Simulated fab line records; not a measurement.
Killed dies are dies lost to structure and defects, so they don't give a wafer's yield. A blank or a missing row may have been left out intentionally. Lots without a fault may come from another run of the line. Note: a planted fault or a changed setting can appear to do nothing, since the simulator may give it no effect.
Which tool did it? || flow sky130 || Sampling: 9 lots, 27 wafers, 6 of 708 route steps

## WHAT THE GAUGES READ, wafer by wafer
SKY_POLY_CUT_CD_MEAS_08 targets a cd of 270 nm. Usual: 269.4 nm for cd nm, sd 1.7.
{"lot": "L558", "measured": "day 24 16:02", "on": "cd sem-01", "cd nm (nm)": "268.1 270.2 269.9", "flag": ""}
{"lot": "L563", "measured": "day 27 01:55", "on": "cd sem-01", "cd nm (nm)": "267.0 266.8 265.2", "flag": ""}
{"lot": "L564", "measured": "day 27 07:13", "on": "cd sem-02", "cd nm (nm)": "267.3 267.0 269.3", "flag": ""}
{"lot": "L570", "measured": "day 29 15:34", "on": "cd sem-02", "cd nm (nm)": "269.4 268.7 268.1", "flag": ""}
{"lot": "L571", "measured": "day 29 20:19", "on": "cd sem-02", "cd nm (nm)": "270.4 270.3 267.9", "flag": ""}
{"lot": "L573", "measured": "day 30 02:24", "on": "cd sem-01", "cd nm (nm)": "270.6 271.3 270.7", "flag": ""}
{"lot": "L574", "measured": "day 30 17:10", "on": "cd sem-01", "cd nm (nm)": "269.5 269.4 268.9", "flag": ""}
{"lot": "L577", "measured": "day 31 11:40", "on": "cd sem-02", "cd nm (nm)": "271.2 271.1 271.8", "flag": ""}
{"lot": "L578", "measured": "day 31 20:10", "on": "cd sem-02", "cd nm (nm)": "271.0 272.7 272.1", "flag": ""}

SKY_METAL1_RS_MEAS_05: measurement is done with a four-point probe. Usual: METAL1_ALCU_RS 0.1263 ohm/sq, standard deviation 0.0015.
{"lot": "L558", "measured": "day 32 01:26", "on": "film metro-03", "METAL1_ALCU_RS (ohm/sq)": "0.1288 0.1276 0.1291", "flag": ""}
{"lot": "L563", "measured": "day 34 07:05", "on": "film metro-03", "METAL1_ALCU_RS (ohm/sq)": "0.1254 0.1258 0.0903 0.1257 0.1260 0.0905", "flag": "OFF"}
{"lot": "L564", "measured": "day 34 11:53", "on": "film metro-02", "METAL1_ALCU_RS (ohm/sq)": "0.0902 0.1252 0.1249 0.0905 0.1253 0.1252", "flag": "OFF"}
{"lot": "L570", "measured": "day 36 17:38", "on": "film metro-01", "METAL1_ALCU_RS (ohm/sq)": "0.1266 0.1261 0.1274", "flag": ""}
{"lot": "L571", "measured": "day 36 23:24", "on": "film metro-02", "METAL1_ALCU_RS (ohm/sq)": "0.1269 0.1268 0.1257", "flag": ""}
{"lot": "L573", "measured": "day 37 04:02", "on": "film metro-02", "METAL1_ALCU_RS (ohm/sq)": "0.1280 0.1269 0.1283", "flag": ""}
{"lot": "L574", "measured": "day 37 18:53", "on": "film metro-02", "METAL1_ALCU_RS (ohm/sq)": "0.1254 0.1240 0.1251", "flag": ""}
{"lot": "L577", "measured": "day 38 10:47", "on": "film metro-03", "METAL1_ALCU_RS (ohm/sq)": "0.1263 0.1250 0.1263", "flag": ""}
{"lot": "L578", "measured": "day 38 19:55", "on": "film metro-03", "METAL1_ALCU_RS (ohm/sq)": "0.1227 0.1224 0.1223", "flag": ""}

SKY_METAL1_THK_MEAS_06: measures by xrf. Usual: METAL1_ALCU_THK 248 nm, standard deviation 3.2.
{"lot": "L558", "measured": "day 32 01:33", "on": "film metro-03", "METAL1_ALCU_THK (nm)": "243 245 242", "flag": ""}
{"lot": "L563", "measured": "day 34 08:37", "on": "film metro-03", "METAL1_ALCU_THK (nm)": "250 249 346 250 251 345", "flag": "OFF"}
{"lot": "L564", "measured": "day 34 15:13", "on": "film metro-02", "METAL1_ALCU_THK (nm)": "343 249 251 343 250 250", "flag": "OFF"}
{"lot": "L570", "measured": "day 36 17:45", "on": "film metro-01", "METAL1_ALCU_THK (nm)": "248 249 246", "flag": ""}
{"lot": "L571", "measured": "day 36 23:31", "on": "film metro-02", "METAL1_ALCU_THK (nm)": "245 245 248", "flag": ""}
{"lot": "L573", "measured": "day 37 04:10", "on": "film metro-02", "METAL1_ALCU_THK (nm)": "242 245 243", "flag": ""}
{"lot": "L574", "measured": "day 37 18:59", "on": "film metro-02", "METAL1_ALCU_THK (nm)": "249 251 249", "flag": ""}
{"lot": "L577", "measured": "day 38 10:53", "on": "film metro-03", "METAL1_ALCU_THK (nm)": "247 251 249", "flag": ""}
{"lot": "L578", "measured": "day 38 20:01", "on": "film metro-03", "METAL1_ALCU_THK (nm)": "255 257 255", "flag": ""}

## TOOL THAT RAN EACH LOT (tool first, then ch and the chambers of the sampled wafers, then the start)
{"lot": "L558", "SKY_POLY_CUT_STRIP_12": "plasma asher-01 ch 0,1, day 24 16:16", "SKY_LI_CONTACT_SPUTTER_19": "pvd sputter-01, day 29 13:37", "SKY_METAL1_SPUTTER_02": "pvd sputter-01, day 32 01:20"}
{"lot": "L563", "SKY_POLY_CUT_STRIP_12": "plasma asher-01 ch 0,1, day 27 02:07", "SKY_LI_CONTACT_SPUTTER_19": "pvd sputter-04, day 31 21:04", "SKY_METAL1_SPUTTER_02": "pvd sputter-03, day 34 06:59"}
{"lot": "L564", "SKY_POLY_CUT_STRIP_12": "plasma asher-03 ch 0,1, day 27 07:26", "SKY_LI_CONTACT_SPUTTER_19": "pvd sputter-04, day 32 02:07", "SKY_METAL1_SPUTTER_02": "pvd sputter-03, day 34 11:46"}
{"lot": "L570", "SKY_POLY_CUT_STRIP_12": "plasma asher-03 ch 0,1, day 29 15:46", "SKY_LI_CONTACT_SPUTTER_19": "pvd sputter-04, day 34 08:11", "SKY_METAL1_SPUTTER_02": "pvd sputter-02, day 36 17:32"}
{"lot": "L571", "SKY_POLY_CUT_STRIP_12": "plasma asher-04 ch 0,1, day 29 20:31", "SKY_LI_CONTACT_SPUTTER_19": "pvd sputter-04, day 34 12:04", "SKY_METAL1_SPUTTER_02": "pvd sputter-01, day 36 23:17"}
{"lot": "L573", "SKY_POLY_CUT_STRIP_12": "plasma asher-04 ch 0,1, day 30 02:41", "SKY_LI_CONTACT_SPUTTER_19": "pvd sputter-02, day 34 17:37", "SKY_METAL1_SPUTTER_02": "pvd sputter-02, day 37 03:57"}
{"lot": "L574", "SKY_POLY_CUT_STRIP_12": "plasma asher-04 ch 0,1, day 30 17:23", "SKY_LI_CONTACT_SPUTTER_19": "pvd sputter-01, day 35 09:13", "SKY_METAL1_SPUTTER_02": "pvd sputter-03, day 37 18:43"}
{"lot": "L577", "SKY_POLY_CUT_STRIP_12": "plasma asher-04 ch 0,1, day 31 11:53", "SKY_LI_CONTACT_SPUTTER_19": "pvd sputter-04, day 36 01:58", "SKY_METAL1_SPUTTER_02": "pvd sputter-02, day 38 10:40"}
{"lot": "L578", "SKY_POLY_CUT_STRIP_12": "plasma asher-04 ch 1, day 31 20:22", "SKY_LI_CONTACT_SPUTTER_19": "pvd sputter-02, day 36 11:17", "SKY_METAL1_SPUTTER_02": "pvd sputter-03, day 38 19:48"}
- SKY_POLY_CUT_STRIP_12: strips in O2/N2.
- SKY_LI_CONTACT_SPUTTER_19: material Ti, target thk 20 nm, time 106.37 s.
- SKY_METAL1_SPUTTER_02: material AlCu, target thk 250 nm, time 13.3 s.

## AS READ BY THE TOOLS THEMSELVES (means over the sampled wafers that have a number; for cases with no such wafer, the mark the record gives instead)
SKY_POLY_CUT_STRIP_12. Usual: drypump motor current A 5.9 A, standard deviation 0.42; oes product au 0.452 a.u., standard deviation 0.0043; strip time to endpoint s 5.357 s, standard deviation 0.016.
{"lot": "L558", "tool": "plasma asher-01", "drypump motor current A (A)": 6.0, "oes product au (a.u.)": 0.451, "strip time to endpoint s (s)": 5.354, "flag": ""}
{"lot": "L563", "tool": "plasma asher-01", "drypump motor current A (A)": 6.0, "oes product au (a.u.)": 0.452, "strip time to endpoint s (s)": 5.368, "flag": ""}
{"lot": "L564", "tool": "plasma asher-03", "drypump motor current A (A)": 6.0, "oes product au (a.u.)": 0.454, "strip time to endpoint s (s)": 5.359, "flag": ""}
{"lot": "L570", "tool": "plasma asher-03", "drypump motor current A (A)": 6.0, "oes product au (a.u.)": 0.453, "strip time to endpoint s (s)": 5.351, "flag": ""}
{"lot": "L571", "tool": "plasma asher-04", "drypump motor current A (A)": 5.6, "oes product au (a.u.)": 0.450, "strip time to endpoint s (s)": 5.336, "flag": ""}
{"lot": "L573", "tool": "plasma asher-04", "drypump motor current A (A)": 5.9, "oes product au (a.u.)": 0.451, "strip time to endpoint s (s)": 5.348, "flag": ""}
{"lot": "L574", "tool": "plasma asher-04", "drypump motor current A (A)": 5.9, "oes product au (a.u.)": 0.447, "strip time to endpoint s (s)": 5.368, "flag": ""}
{"lot": "L577", "tool": "plasma asher-04", "drypump motor current A (A)": 5.5, "oes product au (a.u.)": 0.451, "strip time to endpoint s (s)": 5.382, "flag": ""}
{"lot": "L578", "tool": "plasma asher-04", "drypump motor current A (A)": 5.2, "oes product au (a.u.)": 0.452, "strip time to endpoint s (s)": 5.350, "flag": ""}

SKY_LI_CONTACT_SPUTTER_19. Usual: 30.1 % for throttle valve pct, sd 1.4.
{"lot": "L558", "tool": "pvd sputter-01", "throttle valve pct (%)": 28.6, "flag": ""}
{"lot": "L563", "tool": "pvd sputter-04", "throttle valve pct (%)": 30.8, "flag": ""}
{"lot": "L564", "tool": "pvd sputter-04", "throttle valve pct (%)": 30.7, "flag": ""}
{"lot": "L570", "tool": "pvd sputter-04", "throttle valve pct (%)": 30.7, "flag": ""}
{"lot": "L571", "tool": "pvd sputter-04", "throttle valve pct (%)": 31.9, "flag": ""}
{"lot": "L573", "tool": "pvd sputter-02", "throttle valve pct (%)": 29.9, "flag": ""}
{"lot": "L574", "tool": "pvd sputter-01", "throttle valve pct (%)": 28.8, "flag": ""}
{"lot": "L577", "tool": "pvd sputter-04", "throttle valve pct (%)": 31.1, "flag": ""}
{"lot": "L578", "tool": "pvd sputter-02", "throttle valve pct (%)": 29.6, "flag": ""}

SKY_METAL1_SPUTTER_02. Usual: 30.0 % for throttle valve pct, sd 1.
{"lot": "L558", "tool": "pvd sputter-01", "throttle valve pct (%)": 28.8, "flag": ""}
{"lot": "L563", "tool": "pvd sputter-03", "throttle valve pct (%)": 30.2, "flag": ""}
{"lot": "L564", "tool": "pvd sputter-03", "throttle valve pct (%)": 30.4, "flag": ""}
{"lot": "L570", "tool": "pvd sputter-02", "throttle valve pct (%)": 29.9, "flag": ""}
{"lot": "L571", "tool": "pvd sputter-01", "throttle valve pct (%)": 28.9, "flag": ""}
{"lot": "L573", "tool": "pvd sputter-02", "throttle valve pct (%)": 29.9, "flag": ""}
{"lot": "L574", "tool": "pvd sputter-03", "throttle valve pct (%)": 29.7, "flag": ""}
{"lot": "L577", "tool": "pvd sputter-02", "throttle valve pct (%)": 30.0, "flag": ""}
{"lot": "L578", "tool": "pvd sputter-03", "throttle valve pct (%)": 30.2, "flag": ""}

## THE ANSWER, worked out from the rows above alone
Rule: lot off if the mean of its wafers having a number is beyond 3 standard deviations from the usual mean. A lot without any number at a reading at which 4 lots or more have one is off too. Where the step has rows for the other lots, those lots are counted as sound. Order of review: gauges by route order, followed by the tools' own readings, for which a lot's mean as printed above is used. At the first step where some lot is off, the reading lying furthest off is the one used; lots without a number count as furthest.
Off: L563, L564, seen at SKY_METAL1_RS_MEAS_05 (METAL1_ALCU_RS).
A tool fits if, at a process step before that reading, it ran every lot that is off, and no sound lot after the first of them. Those tools and the gauges at SKY_METAL1_RS_MEAS_05 are tried in the same way. Of those tried, none fits.

## WHAT WAS PUT IN BY THE SIMULATOR
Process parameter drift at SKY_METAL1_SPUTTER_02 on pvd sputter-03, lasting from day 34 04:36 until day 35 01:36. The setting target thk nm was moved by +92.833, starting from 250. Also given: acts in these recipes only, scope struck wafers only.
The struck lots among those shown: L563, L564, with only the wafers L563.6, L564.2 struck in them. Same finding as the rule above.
